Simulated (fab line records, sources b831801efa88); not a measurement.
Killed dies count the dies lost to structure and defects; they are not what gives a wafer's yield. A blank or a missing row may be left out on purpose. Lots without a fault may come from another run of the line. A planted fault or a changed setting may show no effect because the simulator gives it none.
Shared-tool check :: flow gf180mcu :: 36 wafers sampled across 11 lots

THE REASON FOR OPENING IT
At GF_VT_IMPLANT_TW_MEAS_10 the reading VT_IMPLANT_TW is flagged on 1 of 11 lots. No-fault wafers: 561.7, standard deviation 2.3.
Rule: flag the lot when none of its wafers has a number, or when each of its wafers that has one lies beyond 4 standard deviations from that mean. As for the other lots, they are considered sound.

lot: L682
measured: day 5 15:44
on: film-metro-02
VT_IMPLANT_TW, wafer by wafer: 561.4 561.5 558.3
flag: 

lot: L683
measured: day 5 21:37
on: film-metro-04
VT_IMPLANT_TW, wafer by wafer: 560.1 560.2 560.0
flag: 

lot: L686
measured: day 6 15:15
on: film-metro-04
VT_IMPLANT_TW, wafer by wafer: 560.8 564.3 561.4
flag: 

lot: L687
measured: day 6 22:30
on: film-metro-02
VT_IMPLANT_TW, wafer by wafer: 29.9 29.8 30.1 29.9 30.0 29.9
flag: FLAGGED

lot: L691
measured: day 7 23:33
on: film-metro-02
VT_IMPLANT_TW, wafer by wafer: 563.2 561.0 562.4
flag: 

lot: L697
measured: day 9 13:50
on: film-metro-01
VT_IMPLANT_TW, wafer by wafer: 559.8 559.5 557.4
flag: 

lot: L698
measured: day 9 21:04
on: film-metro-04
VT_IMPLANT_TW, wafer by wafer: 564.0 560.6 563.4
flag: 

lot: L700
measured: day 10 04:41
on: film-metro-01
VT_IMPLANT_TW, wafer by wafer: 558.3 561.1 554.1
flag: 

lot: L702
measured: day 10 21:17
on: film-metro-04
VT_IMPLANT_TW, wafer by wafer: 561.1 567.0 562.1
flag: 

lot: L703
measured: day 10 23:22
on: film-metro-02
VT_IMPLANT_TW, wafer by wafer: 564.1 560.4 562.4
flag: 

lot: L704
measured: day 11 06:10
on: film-metro-02
VT_IMPLANT_TW, wafer by wafer: 559.3 558.6 559.7
flag: 
Flagged lots average 29.9: -531.8 relative to the usual, that is -99 or more standard deviations.

WHICH TOOL EACH LOT WENT THROUGH
The record holds 2 process steps before the reading, out of a route of 602 steps. Every cell lists first the tool, next ch and the chambers used by the sampled wafers, and last the start.
lot: L682
flag: 
GF_MVPSD_STRIP_10: plasma-asher-03 ch 0,1, day 5 00:55
GF_VT_IMPLANT_EXPOSE_04: iline-stepper-02 ch 0, day 5 08:16

lot: L683
flag: 
GF_MVPSD_STRIP_10: plasma-asher-01 ch 0,1, day 5 06:25
GF_VT_IMPLANT_EXPOSE_04: iline-stepper-02 ch 0, day 5 14:02

lot: L686
flag: 
GF_MVPSD_STRIP_10: plasma-asher-02 ch 0,1, day 5 23:41
GF_VT_IMPLANT_EXPOSE_04: iline-stepper-02 ch 0, day 6 07:59

lot: L687
flag: FLAGGED
GF_MVPSD_STRIP_10: plasma-asher-01 ch 0,1, day 6 07:50
GF_VT_IMPLANT_EXPOSE_04: iline-stepper-02 ch 0, day 6 15:10

lot: L691
flag: 
GF_MVPSD_STRIP_10: plasma-asher-03 ch 0,1, day 7 07:14
GF_VT_IMPLANT_EXPOSE_04: iline-stepper-01 ch 0, day 7 15:34

lot: L697
flag: 
GF_MVPSD_STRIP_10: plasma-asher-01 ch 0,1, day 8 20:41
GF_VT_IMPLANT_EXPOSE_04: iline-stepper-02 ch 0, day 9 05:18

lot: L698
flag: 
GF_MVPSD_STRIP_10: plasma-asher-01 ch 0,1, day 9 03:56
GF_VT_IMPLANT_EXPOSE_04: iline-stepper-02 ch 0, day 9 12:52

lot: L700
flag: 
GF_MVPSD_STRIP_10: plasma-asher-01 ch 1, day 9 10:59
GF_VT_IMPLANT_EXPOSE_04: iline-stepper-01 ch 0, day 9 19:52

lot: L702
flag: 
GF_MVPSD_STRIP_10: plasma-asher-02 ch 0,1, day 10 02:53
GF_VT_IMPLANT_EXPOSE_04: iline-stepper-01 ch 0, day 10 11:45

lot: L703
flag: 
GF_MVPSD_STRIP_10: plasma-asher-01 ch 0, day 10 05:05
GF_VT_IMPLANT_EXPOSE_04: iline-stepper-01 ch 0, day 10 13:52

lot: L704
flag: 
GF_MVPSD_STRIP_10: plasma-asher-01 ch 0,1, day 10 11:32
GF_VT_IMPLANT_EXPOSE_04: iline-stepper-02 ch 0, day 10 20:55
What the steps here do:
- GF_MVPSD_STRIP_10: strips in O2/N2.
- GF_VT_IMPLANT_EXPOSE_04: exposes mask LVPWELL LV AREA, target cd 600 nm.
- GF_VT_IMPLANT_TW_MEAS_10

FLAGGED OVER TOTAL, TOOL BY TOOL (the gauges that took the reading come last)
step: GF_MVPSD_STRIP_10
tool: plasma-asher-01
lots run: 7
flagged: 1
share of the flagged lots: all
sound lots run after its first flagged lot: 5 (L697,L698,L700,L703,L704)

step: GF_MVPSD_STRIP_10
tool: plasma-asher-02
lots run: 2
flagged: 0
share of the flagged lots: none
sound lots run after its first flagged lot: -

step: GF_MVPSD_STRIP_10
tool: plasma-asher-03
lots run: 2
flagged: 0
share of the flagged lots: none
sound lots run after its first flagged lot: -

step: GF_VT_IMPLANT_EXPOSE_04
tool: iline-stepper-01
lots run: 4
flagged: 0
share of the flagged lots: none
sound lots run after its first flagged lot: -

step: GF_VT_IMPLANT_EXPOSE_04
tool: iline-stepper-02
lots run: 7
flagged: 1
share of the flagged lots: all
sound lots run after its first flagged lot: 3 (L697,L698,L704)

step: GF_VT_IMPLANT_TW_MEAS_10
tool: film-metro-01
lots run: 2
flagged: 0
share of the flagged lots: none
sound lots run after its first flagged lot: -

step: GF_VT_IMPLANT_TW_MEAS_10
tool: film-metro-02
lots run: 5
flagged: 1
share of the flagged lots: all
sound lots run after its first flagged lot: 3 (L691,L703,L704)

step: GF_VT_IMPLANT_TW_MEAS_10
tool: film-metro-04
lots run: 4
flagged: 0
share of the flagged lots: none
sound lots run after its first flagged lot: -

WHAT THE TABLE PERMITS
3 rows of the table ran every flagged lot: plasma-asher-01 at GF_MVPSD_STRIP_10, iline-stepper-02 at GF_VT_IMPLANT_EXPOSE_04, film-metro-02 at GF_VT_IMPLANT_TW_MEAS_10.
- plasma-asher-01 at GF_MVPSD_STRIP_10 ran 7 lots, 1 of them flagged. Sound lots followed the first flagged one (L697, L698, L700, L703, L704) on it, something a lasting fault affecting the whole tool could not allow.
- iline-stepper-02 at GF_VT_IMPLANT_EXPOSE_04 ran 7 lots, 1 of them flagged. Sound lots followed the first flagged one (L697, L698, L704) on it, something a lasting fault affecting the whole tool could not allow.
- film-metro-02 at GF_VT_IMPLANT_TW_MEAS_10 ran 5 lots, 1 of them flagged. Sound lots followed the first flagged one (L691, L703, L704) on it, something a lasting fault affecting the whole tool could not allow.
There is no row in the table that ran each flagged lot and no sound lot after the first.

WHAT HAD BEEN PUT IN BY THE SIMULATOR
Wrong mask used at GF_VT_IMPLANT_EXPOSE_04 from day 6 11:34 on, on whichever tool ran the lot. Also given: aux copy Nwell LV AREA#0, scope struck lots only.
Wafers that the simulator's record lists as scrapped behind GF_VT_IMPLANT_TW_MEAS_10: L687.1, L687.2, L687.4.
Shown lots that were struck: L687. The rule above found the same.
